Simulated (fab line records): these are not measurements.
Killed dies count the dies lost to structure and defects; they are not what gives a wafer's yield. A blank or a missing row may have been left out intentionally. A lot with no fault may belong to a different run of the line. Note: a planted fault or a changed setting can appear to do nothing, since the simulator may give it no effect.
A lot that was struck, set against a sound lot :: flow sky130 :: 42 steps out of a route of 708
Sound: the wafers L668.2, L668.3, L668.4. Struck: wafer L690.3. (L690.1 of the same lot was not struck and is left out.) The cause comes at the end.
At each step with rows: each side's tool, then ch and its chambers, then its first start. Under that, the readings that differ: sound wafers :: struck wafers :: difference of the means :: sigmas: that difference in standard deviations of wafers without a fault.
alike: words and numbers the same on both sides, and readings whose means are apart by under 2 such deviations; not compared: readings that were withheld, readings missing a value for some wafer, numbers with overlapping values and no deviation given by the record, and bounds like >300 which may hide the same value.
The two part at a step that has a row with sigmas, a row that says differs or no value, or rows on one side only. When numbers do not overlap yet have no deviation, they are printed without sigmas and do not part them. A reading that every wafer of one side lacks parts them only if that side has two wafers or more.

SKY_NWELL_RS_MEAS_29: measurement is done with a four-point probe.
  sound on film metro-01, day 5 06:56; struck on film metro-04, day 10 21:06
  alike: NWELL_RS
SKY_NWELL_RS_MEAS_31: measurement is done with a four-point probe.
  sound on film metro-01, day 5 07:10; struck on film metro-04, day 10 21:20
  alike: PWDE_RS
then, 7 steps without rows for these wafers: SKY_VT_ADJUST_HVTP_DEHYDRATE_00 (time 60 s); SKY_VT_ADJUST_HVTP_HMDS_01 (prime time 60 s); SKY_VT_ADJUST_HVTP_COAT_02 (resist thk 1140 nm); SKY_VT_ADJUST_HVTP_SOFTBAKE_03 (time 60 s); SKY_VT_ADJUST_HVTP_EXPOSE_04 (exposes mask HVTPM, target cd 380 nm); SKY_VT_ADJUST_HVTP_PEB_05; SKY_VT_ADJUST_HVTP_DEVELOP_06 (develop time 60 s).
SKY_VT_ADJUST_HVTP_CD_MEAS_07 targets a cd of 380 nm.
  sound on cd sem-02, day 6 01:10; struck on cd sem-02, day 11 20:25
  alike: cd nm
SKY_VT_ADJUST_HVTP_OVL_MEAS_08:
  sound on overlay-01, day 6 01:16; struck on overlay-02, day 11 20:32
  alike: VT_ADJUST_HVTP_OVL
SKY_VT_ADJUST_HVTP_IMPLANT_09:
  sound on implanter-01 ch 0, day 6 01:19; struck on implanter-01 ch 0, day 11 20:34
SKY_VT_ADJUST_HVTP_STRIP_10: strips in O2/N2.
  sound on plasma asher-01 ch 0,1, day 6 01:27; struck on plasma asher-04 ch 1, day 11 20:43
reading: drypump motor current A (A)
sound: 5.3 5.3 5.6
struck: 6.5
difference: +1.1
sigmas: +2
  alike: oes product au, strip time to endpoint s
  not compared: rf hours counter h
SKY_VT_ADJUST_HVTP_TW_MEAS_11:
  sound on film metro-02, day 6 01:34; struck on film metro-02, day 11 20:49
reading: VT_ADJUST_HVTP_TW
sound: 1359 1360 1358
struck: 1328
difference: -31
sigmas: -3
then, 7 steps without rows for these wafers: SKY_VT_ADJUST_LVTN_DEHYDRATE_00 (time 60 s); SKY_VT_ADJUST_LVTN_HMDS_01 (prime time 60 s); SKY_VT_ADJUST_LVTN_COAT_02 (resist thk 3000 nm); SKY_VT_ADJUST_LVTN_SOFTBAKE_03; SKY_VT_ADJUST_LVTN_EXPOSE_04 (exposes mask NWM COMPLEMENT LESS NATIVE, target cd 840 nm); SKY_VT_ADJUST_LVTN_PEB_05; SKY_VT_ADJUST_LVTN_DEVELOP_06 (develop time 60 s).
SKY_VT_ADJUST_LVTN_OVL_MEAS_07:
  sound on overlay-02, day 6 19:54; struck on overlay-01, day 12 20:49
  alike: VT_ADJUST_LVTN_OVL
after that, 1 step had no rows for these wafers: SKY_VT_ADJUST_LVTN_IMPLANT_08.
SKY_VT_ADJUST_LVTN_STRIP_09: strips in O2/N2.
  sound on plasma asher-04 ch 0,1, day 6 20:05; struck on plasma asher-02 ch 1, day 12 21:00
  alike: drypump motor current A, oes product au, strip time to endpoint s
  not compared: rf hours counter h
SKY_VT_ADJUST_LVTN_TW_MEAS_10:
  sound on film metro-04, day 6 20:11; struck on film metro-04, day 12 21:06
  alike: VT_ADJUST_LVTN_TW
then, 7 steps without rows for these wafers: SKY_VT_ADJUST_LVTN_DEHYDRATE_11 (time 60 s); SKY_VT_ADJUST_LVTN_HMDS_12 (prime time 60 s); SKY_VT_ADJUST_LVTN_COAT_13 (resist thk 1140 nm); SKY_VT_ADJUST_LVTN_SOFTBAKE_14 (time 60 s); SKY_VT_ADJUST_LVTN_EXPOSE_15 (exposes mask HVN STD DERIVED, target cd 600 nm); SKY_VT_ADJUST_LVTN_PEB_16; SKY_VT_ADJUST_LVTN_DEVELOP_17 (develop time 60 s).
SKY_VT_ADJUST_LVTN_OVL_MEAS_18:
  sound on overlay-02, day 7 14:49; struck on overlay-01, day 13 20:55
  alike: VT_ADJUST_LVTN_01_OVL
after that, 1 step had no rows for these wafers: SKY_VT_ADJUST_LVTN_IMPLANT_19.
SKY_VT_ADJUST_LVTN_STRIP_20: strips in O2/N2.
  sound on plasma asher-01 ch 0,1, day 7 15:00; struck on plasma asher-02 ch 1, day 13 21:05
  alike: drypump motor current A, oes product au, strip time to endpoint s
  not compared: rf hours counter h
SKY_VT_ADJUST_LVTN_TW_MEAS_21:
  sound on film metro-02, day 7 15:07; struck on film metro-04, day 13 21:11
  alike: VT_ADJUST_LVTN_2_TW
then, 5 steps without rows for these wafers: SKY_VT_ADJUST_NCORE_DEHYDRATE_00 (time 60 s); SKY_VT_ADJUST_NCORE_HMDS_01 (prime time 60 s); SKY_VT_ADJUST_NCORE_COAT_02 (resist thk 1140 nm); SKY_VT_ADJUST_NCORE_SOFTBAKE_03 (time 60 s); SKY_VT_ADJUST_NCORE_EXPOSE_04 (exposes mask LVTN COMPLEMENT THIN, target cd 380 nm).
-- record jumps: 37 days separate the struck wafers' starts on either side; left off in module VT_ADJUST_NCORE, taken up again in module PAD_OPEN, whose first shown step is the route's number 708 --
SKY_PAD_OPEN_PROBE_99:
  sound on prober-01, day 45 11:49; struck on prober-01, day 50 13:07
reading: killed open
sound: 39 41 47
struck: 57
difference: +15
sigmas: +2

reading: model.etest.tip p.rs ohm sq range
sound: 153.9 107.8 145.3
struck: 1053
difference: +917
sigmas: 

reading: model.etest.pfet_01v8.drive ua um range
sound: 5.96 7.682 5.421
struck: 42.46
difference: +36.11
sigmas: 

reading: model.etest.pfet_01v8.vt v range
sound: 0.01008 0.008902 0.01131
struck: 0.1548
difference: +0.1447
sigmas: 
  alike: killed_at_M0_to_M3, killed_at_M4_up, killed at contacts, killed at front end, killed at other, killed dies, killed short

## WHERE THEY PART
At SKY_VT_ADJUST_HVTP_STRIP_10 first; at SKY_PAD_OPEN_PROBE_99 last (within this record only).

WHY: the cause the simulator had injected
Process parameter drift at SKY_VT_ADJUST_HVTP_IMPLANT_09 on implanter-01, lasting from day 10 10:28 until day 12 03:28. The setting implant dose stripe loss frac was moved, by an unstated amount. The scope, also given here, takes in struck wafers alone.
